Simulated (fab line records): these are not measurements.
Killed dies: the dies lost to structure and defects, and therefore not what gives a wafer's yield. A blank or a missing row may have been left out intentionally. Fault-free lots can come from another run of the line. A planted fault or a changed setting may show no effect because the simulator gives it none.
Matching of chambers    flow gf180mcu    cmp-02 running GF_V4_CMP_04: 4 sister chambers
The step polishes SiO2. 4 wafers are shown with their chamber, then 7 later ones without.

## WAFERS PAIRED WITH THEIR CHAMBERS
wafer   chamber  motor_current_A (A)
L952.1  3        11.2
L953.1  1        11.7
L954.2  2        11.6
L954.3  0        11.0

## WAFERS WITH NO CHAMBER GIVEN
wafer   motor_current_A (A)
L954.5  10.4
L962.3  11.0
L962.4  10.9
L962.5  10.9
L963.1  10.8
L963.3  11.6
L963.6  10.9

## CHAMBER TAKEN BY EACH
wafer   from the rows above           in truth
L954.5  can't be placed: 0 or 3       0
L962.3  can't be placed: 0 or 3       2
L962.4  can't be placed: 0 or 3       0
L962.5  can't be placed: 0 or 3       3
L963.1  can't be placed: 0 or 3       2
L963.3  can't be placed: 2 or 1 or 3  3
L963.6  can't be placed: 0 or 3       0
0 of 7 placed correctly. Not placeable from these rows: 7 (in 5, the candidates include the true chamber). Placed wrongly: 0.
How it was worked out, from the rows above alone: a wafer's distance from a chamber is the root of the sum, over the readings, of the square of ((its reading less the chamber's mean) divided by the reading's scatter). If the next closest chamber is less than 2 further off than the closest, the wafer can't be placed; otherwise it belongs to the closest. A chamber's mean is the mean of its shown wafers. The scatter: root of mean squared gap, hidden wafer to nearest shown wafer, with one shown wafer a chamber.
